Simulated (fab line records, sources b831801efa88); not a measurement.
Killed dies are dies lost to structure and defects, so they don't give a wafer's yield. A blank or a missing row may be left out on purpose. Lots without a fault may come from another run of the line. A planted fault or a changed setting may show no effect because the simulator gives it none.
Which tool did it? | flow sky130 | 12 lots, 36 wafers sampled, at 2 steps of a route of 708

WHAT THE GAUGES READ, wafer by wafer
SKY_FIELD_ISO_THK_MEAS_23.
lot  | measured    | on            | FIELD_ISO_OXIDATION_01_THK (nm)
L261 | day 2 20:50 | film_metro-02 | 9.70 9.71 9.61
L262 | day 2 23:43 | film_metro-01 | 9.84 9.83 9.73
L264 | day 3 07:56 | film_metro-01 | 9.76 9.80 10.10
L265 | day 3 12:51 | film_metro-02 | 10.05 10.12 9.93
L267 | day 3 22:41 | film_metro-04 | 10.10 9.97 9.95
L270 | day 4 17:09 | film_metro-01 | 10.49 10.28 10.37
L271 | day 4 20:01 | film_metro-02 | 10.31 10.27 10.19
L276 | day 5 23:56 | film_metro-02 | 9.74 9.78 9.93
L279 | day 6 15:25 | film_metro-04 | 9.73 9.93 9.76
L280 | day 6 21:04 | film_metro-04 | 9.88 9.82 9.86
L281 | day 7 03:20 | film_metro-02 | 9.88 9.95 9.71
L282 | day 7 09:53 | film_metro-02 | 9.71 9.69 9.78

SKY_VT_ADJUST_HVTP_OVL_MEAS_08.
lot  | measured     | on         | VT_ADJUST_HVTP_OVL (nm)
L261 | day 6 16:11  | overlay-01 | 0.4 -1.7 -1.3
L262 | day 6 20:17  | overlay-01 | -1.3 -0.7 -0.6
L264 | day 7 06:44  | overlay-01 | -0.8 0.0 0.2
L265 | day 7 11:38  | overlay-02 | 1.7 0.9 -0.2
L267 | day 7 23:08  | overlay-02 | 0.2 0.2 -0.5
L270 | day 8 22:34  | overlay-02 | 0.5 -0.2 0.5
L271 | day 9 05:29  | overlay-02 | -0.3 0.1 0.7
L276 | day 10 14:46 | overlay-02 | 1.4 1.1 0.2
L279 | day 11 08:02 | overlay-01 | 0.2 0.3 -0.5
L280 | day 11 16:56 | overlay-01 | 1.6 0.7 0.7
L281 | day 11 22:47 | overlay-02 | 0.6 0.2 0.2
L282 | day 12 06:44 | overlay-02 | -1.7 -0.7 -1.3

WHICH TOOL RAN EACH LOT (tool, then ch and the chambers of the sampled wafers, then the start)
The record holds no process step before these readings.

WHAT THE TOOLS THEMSELVES READ (means of the sampled wafers that have a number; where no wafer has one, the mark that the record gives instead)
The record holds no such reading with a usual standard deviation.

THE ANSWER, worked out from the rows above alone
Rule: what is usual is taken from the lots themselves. Put in order of their means at a reading, lots are off if they are a third of the lots or fewer, leave a main group of 4 or more, and stand apart from it by a gap of 3 or more times the standard deviation of the main group's means; of several such gaps the widest counts. A main group whose means are all the same, to the digits that the tables above print for the reading, isn't used. A lot without any number at a reading at which 4 lots or more have one is off too. The other lots that the step has rows for count as sound. The gauges are gone through in route order, then the tools' own readings, and for those a lot's mean is taken as printed above. The first step at which some lot is off is used, and at that step the reading that is off furthest; a lot without a number counts as furthest.
No lot is off at any reading shown: from this, nothing can be told.

WHAT THE SIMULATOR HAD PUT IN
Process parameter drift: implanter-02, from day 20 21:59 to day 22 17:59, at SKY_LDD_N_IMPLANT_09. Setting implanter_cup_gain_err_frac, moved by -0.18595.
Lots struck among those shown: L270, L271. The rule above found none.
